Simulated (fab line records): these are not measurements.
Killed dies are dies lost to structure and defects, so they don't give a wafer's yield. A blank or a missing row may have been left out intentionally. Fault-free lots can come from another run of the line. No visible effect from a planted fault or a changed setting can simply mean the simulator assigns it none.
The tool behind it: which one? + flow sky130 + 13 lots with 39 wafers sampled at 6 steps, on a route of 708 steps

WHAT THE GAUGES READ, wafer by wafer
SKY_SONOS_TUNNEL_TW_MEAS_12.
| lot  | measured     | on            | SONOS_TUNNEL_TW   |
|------|--------------|---------------|-------------------|
| L987 | day 11 11:16 | film_metro-01 | 198.1 197.7 197.5 |
| L989 | day 12 05:08 | film_metro-03 | 196.2 196.8 197.3 |
| L991 | day 12 11:00 | film_metro-03 | 196.8 196.9 196.1 |
| L992 | day 13 07:06 | film_metro-03 | 198.9 199.0 198.1 |
| L997 | day 14 14:26 | film_metro-01 | 199.1 198.2 198.9 |
| L999 | day 15 06:44 | film_metro-03 | 199.0 198.3 199.7 |
| L103 | day 16 21:03 | film_metro-01 | 199.9 199.9 198.6 |
| L105 | day 17 11:48 | film_metro-04 | 200.7 200.5 201.9 |
| L106 | day 17 13:12 | film_metro-04 | 199.1 199.7 198.7 |
| L107 | day 17 23:49 | film_metro-01 | 199.5 200.0 200.7 |
| L108 | day 18 08:20 | film_metro-04 | 200.4 199.9 200.1 |
| L109 | day 18 14:08 | film_metro-01 | 199.0 198.0 197.4 |
| L110 | day 19 04:34 | film_metro-01 | 198.0 198.4 200.1 |

SKY_POLY_GATE_THK_MEAS_04.
| lot  | measured     | on            | POLY_GATE_CVD_03_THK (nm) |
|------|--------------|---------------|---------------------------|
| L987 | day 15 10:26 | film_metro-02 | 75.0 74.4 75.3            |
| L989 | day 16 02:08 | film_metro-02 | 75.5 74.8 74.5            |
| L991 | day 16 08:03 | film_metro-01 | 76.5 76.3 75.9            |
| L992 | day 17 07:24 | film_metro-02 | 75.4 75.0 75.2            |
| L997 | day 18 20:04 | film_metro-02 | 75.1 75.2 74.9            |
| L999 | day 19 13:22 | film_metro-02 | 77.3 76.7 77.1            |
| L103 | day 21 06:53 | film_metro-04 | 75.7 75.6 75.9            |
| L105 | day 21 21:51 | film_metro-02 | 74.8 75.2 75.0            |
| L106 | day 21 23:53 | film_metro-02 | 75.1 75.4 76.2            |
| L107 | day 22 05:55 | film_metro-01 | 74.9 74.7 75.0            |
| L108 | day 22 19:22 | film_metro-02 | 77.3 77.2 77.1            |
| L109 | day 22 22:59 | film_metro-04 | 76.3 76.0 75.8            |
| L110 | day 23 10:43 | film_metro-02 | 76.1 75.9 75.9            |

SKY_LDD_N_OVL_MEAS_07.
| lot  | measured     | on         | LDD_N_OVL (nm) |
|------|--------------|------------|----------------|
| L987 | day 17 23:15 | overlay-01 | 1.1 0.9 0.8    |
| L989 | day 18 15:54 | overlay-01 | 1.5 0.5 2.2    |
| L991 | day 18 22:00 | overlay-01 | 2.3 -0.1 0.8   |
| L992 | day 19 21:58 | overlay-01 | -0.8 1.8 0.8   |
| L997 | day 21 12:40 | overlay-01 | -1.2 0.4 2.2   |
| L999 | day 22 03:57 | overlay-02 | -0.6 -0.9 -0.5 |
| L103 | day 23 21:18 | overlay-02 | -1.5 -1.1 0.7  |
| L105 | day 24 12:04 | overlay-02 | -3.9 -1.7 -1.1 |
| L106 | day 24 13:24 | overlay-02 | 0.1 0.1 -2.0   |
| L107 | day 24 20:02 | overlay-01 | -1.9 -1.2 -1.6 |
| L108 | day 25 09:09 | overlay-01 | 0.2 2.0 1.3    |
| L109 | day 25 12:48 | overlay-02 | -0.3 1.4 -2.2  |
| L110 | day 26 00:37 | overlay-02 | -0.5 -0.8 -1.3 |

SKY_LDD_HVN_TW_MEAS_10.
| lot  | measured     | on            | LDD_HVN_TW     |
|------|--------------|---------------|----------------|
| L987 | day 20 14:06 | film_metro-02 | 1420 1412 1417 |
| L989 | day 21 07:12 | film_metro-02 | 1421 1418 1426 |
| L991 | day 21 13:26 | film_metro-02 | 1424 1420 1416 |
| L992 | day 22 12:20 | film_metro-02 | 1423 1416 1419 |
| L997 | day 24 02:19 | film_metro-04 | 1459 1462 1471 |
| L999 | day 24 18:05 | film_metro-02 | 30 30 29       |
| L103 | day 26 09:38 | film_metro-04 | 1456 1456 1456 |
| L105 | day 26 23:59 | film_metro-01 | 1453 1444 1450 |
| L106 | day 27 02:00 | film_metro-02 | 1425 1420 1425 |
| L107 | day 27 08:36 | film_metro-04 | 1461 1465 1465 |
| L108 | day 27 20:56 | film_metro-04 | 1456 1455 1448 |
| L109 | day 28 00:27 | film_metro-01 | 1440 1443 1440 |
| L110 | day 28 13:16 | film_metro-04 | 1466 1462 1455 |

TOOL THAT RAN EACH LOT (tool first, then ch and the chambers of the sampled wafers, then the start)
| lot  | SKY_LDD_P_STRIP_10                   | SKY_LDD_HVN_STRIP_09                 |
|------|--------------------------------------|--------------------------------------|
| L987 | plasma_asher-01 ch 0,1, day 19 07:32 | plasma_asher-04 ch 0,1, day 20 14:00 |
| L989 | plasma_asher-01 ch 0,1, day 19 23:56 | plasma_asher-03 ch 0,1, day 21 07:06 |
| L991 | plasma_asher-04 ch 0,1, day 20 06:35 | plasma_asher-03 ch 0,1, day 21 13:20 |
| L992 | plasma_asher-02 ch 0,1, day 21 05:40 | plasma_asher-04 ch 0,1, day 22 12:14 |
| L997 | plasma_asher-02 ch 1, day 22 19:58   | plasma_asher-03 ch 0,1, day 24 02:12 |
| L999 | plasma_asher-01 ch 0,1, day 23 12:09 | plasma_asher-03 ch 0,1, day 24 17:59 |
| L103 | plasma_asher-02 ch 0,1, day 25 04:12 | plasma_asher-03 ch 1, day 26 09:32   |
| L105 | plasma_asher-01 ch 1, day 25 18:38   | plasma_asher-01 ch 0,1, day 26 23:53 |
| L106 | plasma_asher-01 ch 0,1, day 25 20:23 | plasma_asher-04 ch 0,1, day 27 01:54 |
| L107 | plasma_asher-02 ch 0,1, day 26 02:52 | plasma_asher-04 ch 0,1, day 27 08:31 |
| L108 | plasma_asher-04 ch 0, day 26 15:50   | plasma_asher-03 ch 0,1, day 27 20:50 |
| L109 | plasma_asher-02 ch 1, day 26 19:16   | plasma_asher-01 ch 0,1, day 28 00:21 |
| L110 | plasma_asher-02 ch 0,1, day 27 08:00 | plasma_asher-01 ch 0,1, day 28 13:09 |
- SKY_LDD_P_STRIP_10: strips in O2/N2.
- SKY_LDD_HVN_STRIP_09: strips in O2/N2.

WHAT THE TOOLS THEMSELVES READ (means of the sampled wafers that have a number; where no wafer has one, the mark that the record gives instead)
SKY_LDD_P_STRIP_10.
| lot  | tool            | drypump_motor_current_A (A) | oes_product_au (a.u.) | strip_time_to_endpoint_s (s) |
|------|-----------------|-----------------------------|-----------------------|------------------------------|
| L987 | plasma_asher-01 | 5.7                         | 0.716                 | 14.36                        |
| L989 | plasma_asher-01 | 5.7                         | 0.719                 | 14.29                        |
| L991 | plasma_asher-04 | 6.2                         | 0.712                 | 14.34                        |
| L992 | plasma_asher-02 | 5.1                         | 0.718                 | 14.35                        |
| L997 | plasma_asher-02 | 5.5                         | 0.715                 | 14.27                        |
| L999 | plasma_asher-01 | 5.7                         | 0.939                 | -                            |
| L103 | plasma_asher-02 | 5.4                         | 0.716                 | 14.29                        |
| L105 | plasma_asher-01 | 6.1                         | 0.713                 | 14.30                        |
| L106 | plasma_asher-01 | 5.3                         | 0.709                 | 14.29                        |
| L107 | plasma_asher-02 | 5.3                         | 0.715                 | 14.28                        |
| L108 | plasma_asher-04 | 6.6                         | 0.716                 | 14.37                        |
| L109 | plasma_asher-02 | 5.5                         | 0.714                 | 14.34                        |
| L110 | plasma_asher-02 | 5.3                         | 0.716                 | 14.34                        |

SKY_LDD_HVN_STRIP_09.
| lot  | tool            | drypump_motor_current_A (A) | oes_product_au (a.u.) | strip_time_to_endpoint_s (s) |
|------|-----------------|-----------------------------|-----------------------|------------------------------|
| L987 | plasma_asher-04 | 6.2                         | 0.408                 | 4.122                        |
| L989 | plasma_asher-03 | 5.9                         | 0.410                 | 4.130                        |
| L991 | plasma_asher-03 | 6.0                         | 0.412                 | 4.126                        |
| L992 | plasma_asher-04 | 5.7                         | 0.403                 | 4.129                        |
| L997 | plasma_asher-03 | 5.9                         | 0.410                 | 4.154                        |
| L999 | plasma_asher-03 | 5.9                         | 0.675                 | 10.610                       |
| L103 | plasma_asher-03 | 5.9                         | 0.407                 | 4.134                        |
| L105 | plasma_asher-01 | 5.7                         | 0.410                 | 4.147                        |
| L106 | plasma_asher-04 | 6.1                         | 0.411                 | 4.138                        |
| L107 | plasma_asher-04 | 5.7                         | 0.411                 | 4.129                        |
| L108 | plasma_asher-03 | 6.0                         | 0.410                 | 4.122                        |
| L109 | plasma_asher-01 | 5.3                         | 0.413                 | 4.129                        |
| L110 | plasma_asher-01 | 5.7                         | 0.409                 | 4.155                        |

THE ANSWER, worked out from the rows above alone
Rule: the lots themselves supply what counts as usual. Put in order of their means at a reading, lots are off if they are a third of the lots or fewer, leave a main group of 4 or more, and stand apart from it by a gap of 3 or more times the standard deviation of the main group's means; of several such gaps the widest counts. Not used: any main group whose means are identical at the precision the tables above print for the reading. A lot without any number at a reading at which 4 lots or more have one is off too. The other lots that the step has rows for count as sound. Order of review: gauges by route order, followed by the tools' own readings, for which a lot's mean as printed above is used. The first step at which some lot is off is used, and at that step the reading that is off furthest; a lot without a number counts as furthest.
Off: L999, seen at SKY_LDD_HVN_TW_MEAS_10 (LDD_HVN_TW). Mean 1441 and standard deviation 18 in the main group.
A tool fits if, at a process step before that reading, it ran every lot that is off, and no sound lot after the first of them. Not tried: the gauges at SKY_LDD_HVN_TW_MEAS_10; whatever is off there is also off at SKY_LDD_P_STRIP_10, on other tools, and gauge error can't account for it. No candidate that was tried fits.

WHAT WAS PUT IN BY THE SIMULATOR
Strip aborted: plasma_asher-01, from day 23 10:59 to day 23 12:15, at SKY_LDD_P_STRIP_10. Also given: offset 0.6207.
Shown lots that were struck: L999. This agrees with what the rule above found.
